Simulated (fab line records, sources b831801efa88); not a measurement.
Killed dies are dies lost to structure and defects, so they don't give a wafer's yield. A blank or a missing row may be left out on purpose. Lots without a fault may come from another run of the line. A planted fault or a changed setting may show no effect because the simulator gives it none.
Which tool did it? | flow gf180mcu | 7 lots, 21 wafers sampled, at 1 step of a route of 602

WHAT THE GAUGES READ, wafer by wafer
GF_STI_BOW_MEAS_00.
lot  | measured    | on            | INCOMING_BOW (um)
L529 | day 1 20:00 | film_metro-01 | -4 2 5
L533 | day 2 16:00 | film_metro-03 | 6 -13 -1
L535 | day 3 02:04 | film_metro-01 | 8 4 -2
L539 | day 3 22:00 | film_metro-02 | -1 2 -1
L545 | day 5 04:01 | film_metro-02 | 9 -2 -4
L547 | day 5 14:00 | film_metro-01 | -9 -9 -1
L549 | day 6 00:00 | film_metro-03 | 7 4 13

WHICH TOOL RAN EACH LOT (tool, then ch and the chambers of the sampled wafers, then the start)
The record holds no process step before these readings.

THE ANSWER, worked out from the rows above alone
Rule: what is usual is taken from the lots themselves. Put in order of their means at a reading, lots are off if they are a third of the lots or fewer, leave a main group of 4 or more, and stand apart from it by a gap of 3 or more times the standard deviation of the main group's means; of several such gaps the widest counts. A main group whose means are all the same, to the digits that the tables above print for the reading, isn't used. A lot without any number at a reading at which 4 lots or more have one is off too. The other lots that the step has rows for count as sound.
No lot is off at any reading shown: from this, nothing can be told.

WHAT THE SIMULATOR HAD PUT IN
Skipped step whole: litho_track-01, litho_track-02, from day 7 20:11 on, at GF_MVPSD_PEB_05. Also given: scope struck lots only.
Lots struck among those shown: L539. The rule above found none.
